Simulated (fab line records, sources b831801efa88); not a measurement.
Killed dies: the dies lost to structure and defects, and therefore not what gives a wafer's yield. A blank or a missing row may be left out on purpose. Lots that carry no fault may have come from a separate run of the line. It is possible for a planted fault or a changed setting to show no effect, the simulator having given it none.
fab line records	flow sky130
record lots=6	wafers=18	last-day=49
route steps=708 shown VIA4@639 PAD_OPEN@708
lots that met no fault: taken from a fault-free run of the same line
start-h: hours from the record's first day to the start of the lot's first wafer shown	wait-h: hours from the lot's prior step to this one	" as in the row above	L1.1+2: one row covering several wafers at once	- no value present, or no start provided	* or withheld: withheld	< > ~ a bound
route shown NAME@n: a module of which the file shows steps, and the number in the route of the first	usual: mean/standard deviation of fault-free wafers	same: alike in all rows	chamber/n: place in a boat	sites: each site's reading	_std_site: the standard deviation of these	_edge_site: inner sites' mean taken away from outer sites' mean	radius-mm: how far each site lies from the wafer's centre	mask NAME#n: copy n	behind: tool/chamber where the wafer was last shaped	hold: what put the lot on hold/how long, in hours/how the hold closed	device: whichever transistor did not switch (one of n, p or np)	end of line: at the end of the route, the tests of the same wafers	for a step that has no rows: nothing shown but its recipe	killed: dies that structure and defects cost at the first sort, which is not the same as the wafer's yield	map: the dies of a wafer, with x for killed, . for not killed, _ for no die there
set.NAME: the setting that was run; set.NAME@STEP: the one run at that earlier step	model.NAME: the simulator's own value behind a step, which no gauge read
lots at selected steps of the route; one table per step, one row per wafer
services: a tool's chamber out of use, with start hour (start-h, from the record's first day; less than 0 if before it), hours out, and reason
## steps
# step SKY_VIA4_HDPCVD_00
# recipe material=SiO2	target-thk-nm=1750	sigma-open-frac=0.3	time-s=291.7	temp-c=400	sih4-flow-sccm=60	pressure-mtorr=6
# step SKY_VIA4_THK_MEAS_01
# recipe reads=SiO2_of_VIA4_HDPCVD_00
# usual VIA4_HDPCVD_THK=1756/25
lot.wafer	tool	chamber	start-h	wait-h	VIA4_HDPCVD_THK[nm]
L903.1	film-metro-01	-	1001.42	0.1	1769
L903.2	"	-	"	"	1708
L903.6	"	-	"	"	1737
L906.2	film-metro-01	-	1067.72	0.1	1786
L906.3	"	-	"	"	1757
L906.5	"	-	"	"	1776
L910.1	film-metro-01	-	1068.51	0.1	1753
L910.2	"	-	"	"	1793
L910.5	"	-	"	"	1782
L916.1	film-metro-01	-	1085.07	0.1	1753
L916.3	"	-	"	"	1787
L916.5	"	-	"	"	1742
L917.2	film-metro-01	-	1085.60	0.1	1757
L917.4	"	-	"	"	1753
L917.6	"	-	"	"	1779
L920.1	film-metro-02	-	1099.57	0.1	1781
L920.3	"	-	"	"	1741
L920.6	"	-	"	"	1803
# step SKY_VIA4_CMP_02
# recipe material=SiO2	down-force-psi=4	platen-rpm=60	pad-velocity-m-s=0.94248
# usual motor-current-A=11.5/0.73	platen-rpm=60.00/0.039
lot.wafer	tool	chamber	start-h	wait-h	motor-current-A	platen-rpm
L903.1	cmp-02	3	1001.53	0.1	10.7	60.03
L903.2	"	1	"	"	11.6	59.99
L903.6	"	3	"	"	11.8	60.02
L906.3	cmp-02	3	1067.77	0.0	11.3	59.98
L906.2	"	0	"	"	11.7	60.06
L906.5	"	3	"	"	11.3	60.01
L910.2	cmp-02	1	1068.57	0.0	11.5	60.03
L910.1	"	2	"	"	10.1	60.03
L910.5	"	2	"	"	10.4	59.98
L916.1	cmp-02	3	1085.18	0.1	11.8	60.01
L916.3	"	1	"	"	11.2	59.98
L916.5	"	2	"	"	11.1	60.07
L917.4	cmp-02	3	1085.78	0.2	11.6	59.98
L917.2	"	1	"	"	10.7	60.01
L917.6	"	3	"	"	11.4	59.97
L920.1	cmp-02	2	1101.08	1.5	10.2	59.99
L920.3	"	1	"	"	11.1	59.99
L920.6	"	2	"	"	10.6	60.00
# step SKY_VIA4_BOW_MEAS_03
# recipe mode=bow
# usual VIA4_BOW=79/7.9
lot.wafer	tool	chamber	start-h	wait-h	VIA4_BOW[um]
L903.1	film-metro-03	-	1001.83	0.2	74
L903.2	"	-	"	"	69
L903.6	"	-	"	"	80
L906.2	film-metro-02	-	1068.09	0.2	98
L906.3	"	-	"	"	71
L906.5	"	-	"	"	94
L910.1	film-metro-01	-	1068.87	0.2	66
L910.2	"	-	"	"	73
L910.5	"	-	"	"	86
L916.1	film-metro-02	-	1085.43	0.2	91
L916.3	"	-	"	"	73
L916.5	"	-	"	"	76
L917.2	film-metro-02	-	1086.05	0.1	87
L917.4	"	-	"	"	82
L917.6	"	-	"	"	88
L920.1	film-metro-03	-	1101.38	0.2	84
L920.3	"	-	"	"	91
L920.6	"	-	"	"	83
# step SKY_VIA4_DEHYDRATE_04
# recipe temp-c=200	time-s=60
# step SKY_VIA4_HMDS_05
# recipe prime-time-s=60	prime-temp-c=120
# step SKY_VIA4_COAT_06
# recipe resist=NOVOLAK	spin-rpm=3000	resist-thk-nm=1140
# step SKY_VIA4_SOFTBAKE_07
# recipe temp-c=90.35	time-s=60	resist=NOVOLAK
# step SKY_VIA4_EXPOSE_08
# recipe mask-id=VIM4	na=0.6	source-shape=conventional	sigma-outer=0.6	polarization=unpolarized	target-cd-nm=800	dose-mj=132
# step SKY_VIA4_PEB_09
# recipe temp-c=withheld	time-s=*	resist=NOVOLAK
# step SKY_VIA4_DEVELOP_10
# recipe resist=NOVOLAK	developer=TMAH	develop-time-s=60	dev-temp-c=23
# step SKY_VIA4_OVL_MEAS_11
# usual VIA4_OVL=-0.4/1.6
lot.wafer	tool	chamber	start-h	wait-h	VIA4_OVL[nm]
L903.1	overlay-01	-	1025.87	0.1	0.2
L903.2	"	-	"	"	0.7
L903.6	"	-	"	"	0.4
L906.2	overlay-02	-	1088.26	0.1	0.1
L906.3	"	-	"	"	-1.2
L906.5	"	-	"	"	-0.8
L910.1	overlay-02	-	1089.36	0.1	1.9
L910.2	"	-	"	"	-0.2
L910.5	"	-	"	"	1.0
L916.1	overlay-01	-	1105.24	0.1	-0.3
L916.3	"	-	"	"	0.0
L916.5	"	-	"	"	0.7
L917.2	overlay-01	-	1105.77	0.1	-1.7
L917.4	"	-	"	"	-0.6
L917.6	"	-	"	"	-0.3
L920.1	overlay-02	-	1120.56	0.1	-4.4
L920.3	"	-	"	"	-3.8
L920.6	"	-	"	"	-1.5
# step SKY_VIA4_ETCH_12
# recipe target=SiO2	chemistry=C4F8/O2/Ar	stop-on=TiN	mask-material=NOVOLAK	source-w=1500	bias-w=1200	pressure-mtorr=40	c4f8-flow-sccm=withheld	O2_flow_sccm=6	Ar_flow_sccm=300	time-s=withheld	target-depth-a=5800
# usual bias-w=1200/3.4	chamber-pressure-mTorr=40.00/0.034	oes-product-au=0.925/0.0045
lot.wafer	tool	chamber	start-h	wait-h	bias-w	chamber-pressure-mTorr	oes-product-au	model.NOVOLAK_of_VIA4_COAT_06.thk-nm
L903.1	rie-diel-04	3	1025.90	0.0	1192	40.01	0.927	1012
L903.2	"	1	"	"	1197	40.02	0.924	1008
L903.6	"	3	"	"	1199	40.02	0.923	1009
L906.2	rie-diel-01	1	1088.29	0.0	-	-	-	1139
L906.3	"	2	"	"	-	-	-	1137
L906.5	"	1	"	"	-	-	-	1137
L910.1	rie-diel-04	3	1089.39	0.0	-	-	-	1134
L910.2	"	0	"	"	-	-	-	1137
L910.5	"	3	"	"	-	-	-	1140
L916.1	rie-diel-03	0	1105.28	0.0	1204	39.99	0.927	1004
L916.3	"	2	"	"	1200	40.00	0.929	1006
L916.5	"	1	"	"	1205	40.05	0.926	1004
L917.2	rie-diel-04	0	1105.80	0.0	1193	39.98	0.922	1007
L917.4	"	2	"	"	1195	40.02	0.919	1010
L917.6	"	2	"	"	1197	40.03	0.927	1011
L920.1	rie-diel-03	1	1120.59	0.0	1198	40.01	0.921	1003
L920.3	"	3	"	"	1201	39.97	0.932	1001
L920.6	"	2	"	"	1194	40.03	0.921	1010
# step SKY_VIA4_STRIP_13
# recipe chemistry=O2/N2	power-w=1400	pressure-mtorr=1500	platen-temp-c=withheld	o2-flow-sccm=3000	n2-flow-sccm=300	overash-fraction=0.5
# usual drypump-motor-current-A=5.4/0.43	oes-product-au=0.710/0.004	strip-time-to-endpoint-s=12.79/0.036
lot.wafer	tool	chamber	start-h	wait-h	drypump-motor-current-A	oes-product-au	rf-hours-counter-h	strip-time-to-endpoint-s
L903.1	plasma-asher-02	1	1025.98	-	4.9	0.712	62	12.82
L903.2	"	0	"	"	5.5	0.710	62	12.85
L903.6	"	0	"	"	5.5	0.714	-	12.78
L906.2	plasma-asher-04	0	1088.36	-	5.8	0.711	2	14.17
L906.3	"	0	"	"	5.9	0.721	-	14.15
L906.5	"	0	"	"	5.9	0.715	-	14.14
L910.1	plasma-asher-01	0	1089.46	-	5.5	0.715	95	14.10
L910.2	"	1	"	"	5.0	0.718	95	14.15
L910.5	"	1	"	"	5.0	0.721	-	14.18
L916.1	plasma-asher-02	1	1105.35	-	4.9	0.708	71	12.81
L916.3	"	1	"	"	4.9	0.716	-	12.82
L916.5	"	0	"	"	5.5	0.716	-	12.79
L917.2	plasma-asher-01	1	1105.88	-	5.0	0.716	97	12.83
L917.4	"	0	"	"	5.5	0.713	-	12.80
L917.6	"	0	"	"	5.5	0.711	-	12.80
L920.1	plasma-asher-02	0	1120.67	-	5.5	0.708	73	12.80
L920.3	"	0	"	"	5.5	0.708	-	12.75
L920.6	"	0	"	"	5.5	0.704	-	12.78
# step SKY_VIA4_STRIP_14
# recipe chemistry=post-etch-residue-remover	time-s=1200	temp-c=72.5
# step SKY_PAD_OPEN_PROBE_99
# usual defect-limited-yield=82.5/2	killed_at_M0_to_M3=43/7.3	killed_at_M4_up=3.5/2.2	killed-at-contacts=24/5.3	killed-at-front-end=15/4.2	killed-at-other=0.3/0.67	killed-dies=86/9.8	killed-on-rim=17/3.8	killed-open=47/7.2	killed-short=39/6.5	sort_bin_3_pad_short=0.9/0.42	sort_bin_5_function=10.4/1.5	sort_bin_6_memory=6.3/1.2	sort-n-pass=406/9.9	sort-yield-pct=82.5/2
# same gross-dies=492	killed-at-back-side=0	sort_bin_4_leakage[%]=0	sort_bin_8_speed[%]=0
lot.wafer	tool	chamber	start-h	wait-h	defect-limited-yield[%]	killed_at_M0_to_M3	killed_at_M4_up	killed-at-contacts	killed-at-front-end	killed-at-other	killed-dies	killed-on-rim	killed-open	killed-short	sort_bin_3_pad_short[%]	sort_bin_5_function[%]	sort_bin_6_memory[%]	sort-n-pass	sort-yield-pct[%]
L903.1	prober-02	-	1095.09	0.1	81.9	49	2	31	7	0	89	18	53	36	0.8	11.0	6.3	403	81.9
L903.2	prober-02	-	1095.14	0.1	80.3	49	7	27	14	0	97	18	49	48	0.8	10.8	8.1	395	80.3
L903.6	prober-02	-	1095.34	0.2	82.9	43	2	31	8	0	84	17	45	39	0.8	10.8	5.5	408	82.9
L906.2	prober-01	-	1152.66	0.1	0	38	407	29	18	0	492	96	45	42	1.2	93.7	5.1	0	0
L906.3	prober-01	-	1152.71	0.2	0	36	406	31	19	0	492	96	49	39	0.6	91.5	7.9	0	0
L906.5	prober-01	-	1152.81	0.2	0	41	405	32	14	0	492	96	45	44	0.8	94.5	4.7	0	0
L910.1	prober-02	-	1154.11	0.1	0	43	411	27	11	0	492	96	53	31	1.0	92.1	6.9	0	0
L910.2	prober-02	-	1154.16	0.1	0	51	399	25	16	1	492	96	55	48	2.2	91.3	6.5	0	0
L910.5	prober-02	-	1154.31	0.2	0	54	398	27	13	0	492	96	54	41	0.8	90.7	8.5	0	0
L916.1	prober-01	-	1168.40	0.1	82.9	43	2	20	19	0	84	14	49	35	0.8	9.8	6.5	408	82.9
L916.3	prober-01	-	1168.50	0.2	81.1	43	5	23	22	0	93	12	54	39	0.6	10.0	8.3	399	81.1
L916.5	prober-01	-	1168.60	0.2	81.7	44	1	33	11	1	90	17	54	36	0.2	11.0	7.1	402	81.7
# killed by level:class
L903.1 CONTACT:geometric-particle:open=14 VIA3:geometric-particle:open=11 VIA2:geometric-particle:open=10 VIA1:geometric-particle:open=8 VIA1:geometric-particle:short=7 LI_CONTACT:geometric-particle:open=5 LI_CONTACT:geometric-particle:short=4 LOCAL_INTERCONNECT:geometric-particle:short=4
L903.2 VIA1:geometric-particle:open=9 VIA3:geometric-particle:open=8 VIA2:geometric-particle:open=8 CONTACT:geometric-particle:open=7 VIA1:geometric-particle:short=7 CONTACT:geometric-particle:short=6 METAL2:geometric-particle:short=5 LI_CONTACT:geometric-particle:open=5
L903.6 VIA1:geometric-particle:open=11 VIA3:geometric-particle:open=11 CONTACT:geometric-particle:open=8 LOCAL_INTERCONNECT:geometric-particle:short=7 VIA1:geometric-particle:short=7 LI_CONTACT:geometric-particle:open=6 CONTACT:geometric-particle:short=5 METAL2:geometric-particle:short=4
L906.2 VIA4:area-etch=405 VIA2:geometric-particle:open=11 CONTACT:geometric-particle:short=9 LI_CONTACT:geometric-particle:open=7 CONTACT:geometric-particle:open=7 VIA1:geometric-particle:open=7 FIELD_ISO:geometric-particle:open=6 FIELD_ISO:geometric-particle:short=5
L906.3 VIA4:area-etch=403 CONTACT:geometric-particle:open=12 VIA1:geometric-particle:open=12 LOCAL_INTERCONNECT:geometric-particle:short=9 FIELD_ISO:geometric-particle:short=7 LI_CONTACT:geometric-particle:open=6 VIA3:geometric-particle:open=6 VIA1:geometric-particle:short=5
L906.5 VIA4:area-etch=403 VIA1:geometric-particle:open=13 CONTACT:geometric-particle:open=11 LOCAL_INTERCONNECT:geometric-particle:short=10 VIA2:geometric-particle:open=7 POLY_GATE:geometric-particle:short=5 CONTACT:geometric-particle:short=4 LI_CONTACT:geometric-particle:open=4
L910.1 VIA4:area-etch=408 CONTACT:geometric-particle:open=12 VIA1:geometric-particle:short=8 VIA3:geometric-particle:open=8 LI_CONTACT:geometric-particle:open=7 VIA2:geometric-particle:open=6 VIA1:geometric-particle:open=6 METAL1:geometric-particle:short=5
L910.2 VIA4:area-etch=389 VIA1:geometric-particle:open=16 CONTACT:geometric-particle:open=10 METAL4:geometric-particle:short=8 VIA2:geometric-particle:open=6 METAL2:geometric-particle:short=6 CONTACT:geometric-particle:short=6 VIA1:geometric-particle:short=6
L910.5 VIA4:area-etch=396 VIA1:geometric-particle:open=13 VIA3:geometric-particle:open=9 LI_CONTACT:geometric-particle:open=8 CONTACT:geometric-particle:open=7 METAL1:geometric-particle:short=7 VIA2:geometric-particle:open=6 METAL2:geometric-particle:short=6
L916.1 VIA1:geometric-particle:open=17 CONTACT:geometric-particle:open=7 FIELD_ISO:geometric-particle:open=5 VIA3:geometric-particle:open=5 VIA2:geometric-particle:open=5 POLY_GATE:geometric-particle:short=4 LOCAL_INTERCONNECT:geometric-particle:short=4 CONTACT:geometric-particle:short=4
L916.3 VIA1:geometric-particle:open=15 FIELD_ISO:geometric-particle:open=8 CONTACT:geometric-particle:open=8 VIA3:geometric-particle:open=5 POLY_GATE:geometric-particle:short=5 POLY_GATE:geometric-particle:open=5 LOCAL_INTERCONNECT:geometric-particle:short=5 METAL1:geometric-particle:short=5
L916.5 VIA1:geometric-particle:open=13 CONTACT:geometric-particle:open=12 CONTACT:geometric-particle:short=10 METAL1:geometric-particle:short=6 METAL2:geometric-particle:short=6 VIA3:geometric-particle:open=6 LI_CONTACT:geometric-particle:open=5 VIA2:geometric-particle:open=5
# map L906.2 (x killed, . not)
__________xxxxxxxxxx_________
________xxxxxxxxxxxxxx_______
______xxxxxxxxxxxxxxxxxx_____
_____xxxxxxxxxxxxxxxxxxxx____
____xxxxxxxxxxxxxxxxxxxxxx___
___xxxxxxxxxxxxxxxxxxxxxxxx__
__xxxxxxxxxxxxxxxxxxxxxxxxxx_
_xxxxxxxxxxxxxxxxxxxxxxxxxxxx
_xxxxxxxxxxxxxxxxxxxxxxxxxxxx
_xxxxxxxxxxxxxxxxxxxxxxxxxxxx
_xxxxxxxxxxxxxxxxxxxxxxxxxxxx
_xxxxxxxxxxxxxxxxxxxxxxxxxxxx
_xxxxxxxxxxxxxxxxxxxxxxxxxxxx
_xxxxxxxxxxxxxxxxxxxxxxxxxxxx
_xxxxxxxxxxxxxxxxxxxxxxxxxxxx
__xxxxxxxxxxxxxxxxxxxxxxxxxx_
___xxxxxxxxxxxxxxxxxxxxxxxx__
____xxxxxxxxxxxxxxxxxxxxxx___
_____xxxxxxxxxxxxxxxxxxxx____
______xxxxxxxxxxxxxxxxxx_____
________xxxxxxxxxxxxxx_______
__________xxxxxxxxxx_________
# map L910.1 (x killed, . not)
__________xxxxxxxxxx_________
________xxxxxxxxxxxxxx_______
______xxxxxxxxxxxxxxxxxx_____
_____xxxxxxxxxxxxxxxxxxxx____
____xxxxxxxxxxxxxxxxxxxxxx___
___xxxxxxxxxxxxxxxxxxxxxxxx__
__xxxxxxxxxxxxxxxxxxxxxxxxxx_
_xxxxxxxxxxxxxxxxxxxxxxxxxxxx
_xxxxxxxxxxxxxxxxxxxxxxxxxxxx
_xxxxxxxxxxxxxxxxxxxxxxxxxxxx
_xxxxxxxxxxxxxxxxxxxxxxxxxxxx
_xxxxxxxxxxxxxxxxxxxxxxxxxxxx
_xxxxxxxxxxxxxxxxxxxxxxxxxxxx
_xxxxxxxxxxxxxxxxxxxxxxxxxxxx
_xxxxxxxxxxxxxxxxxxxxxxxxxxxx
__xxxxxxxxxxxxxxxxxxxxxxxxxx_
___xxxxxxxxxxxxxxxxxxxxxxxx__
____xxxxxxxxxxxxxxxxxxxxxx___
_____xxxxxxxxxxxxxxxxxxxx____
______xxxxxxxxxxxxxxxxxx_____
________xxxxxxxxxxxxxx_______
__________xxxxxxxxxx_________
## services
tool	chamber	start-h	hours	kind
cmp-02	-	996.56	0.8	repair
rie-diel-03	-	1002.00	0.3	repair
rie-diel-01	1	1012.21	8.0	repair
cmp-02	-	1018.82	0.3	repair
rie-diel-04	2	1022.25	8.8	repair
rie-diel-01	-	1053.72	2.8	pm
plasma-asher-04	-	1055.25	9.0	pm
plasma-asher-04	0	1055.25	9.0	vent-cycle
plasma-asher-04	1	1055.25	9.0	vent-cycle
plasma-asher-04	0	1064.25	-	clean
plasma-asher-04	1	1064.25	-	clean
rie-diel-01	1	1090.03	-	clean
rie-diel-01	1	1090.03	18.4	scheduled-down
rie-diel-01	1	1090.03	18.4	vent-cycle
rie-diel-04	2	1090.42	5.5	repair
cmp-02	-	1095.14	2.9	repair
rie-diel-04	1	1113.54	1.8	repair
cmp-02	-	1117.37	1.2	repair
cmp-02	-	1117.78	1.3	repair
## key
first-sign step=SKY_VIA4_ETCH_12	reading=tool-record	direction=missing
effect step=SKY_VIA4_STRIP_13	reading=strip-time-to-endpoint-s	direction=up	sigmas=38	usual=*	struck=*
effect step=SKY_PAD_OPEN_PROBE_99	reading=killed_at_M4_up	direction=up	sigmas=99+	usual=3.5	struck=404.3
model-effect step=SKY_VIA4_ETCH_12	value=NOVOLAK_of_VIA4_COAT_06.thk-nm	without=1006	struck=1138
more-kills-born-at SKY_VIA4_ETCH_12@rie-diel-01=1211	SKY_VIA4_ETCH_12@rie-diel-04=1193
met-at SKY_VIA4_ETCH_12
struck-wafers L906.2,L906.3,L906.5,L910.1,L910.2,L910.5
later-rows-left-out L906.2,L906.3,L906.5,L910.1,L910.2,L910.5
onset-between 1025.90 1088.29
fault kind=skipped-step-whole	tool=rie-diel-01,rie-diel-04	chamber=-	onset-h=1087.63	steps=SKY_VIA4_ETCH_12	scope=struck-lots-only
# later-rows-left-out: the simulator's readings of these wafers behind a module that went badly wrong aren't trusted and aren't shown, but for the sort
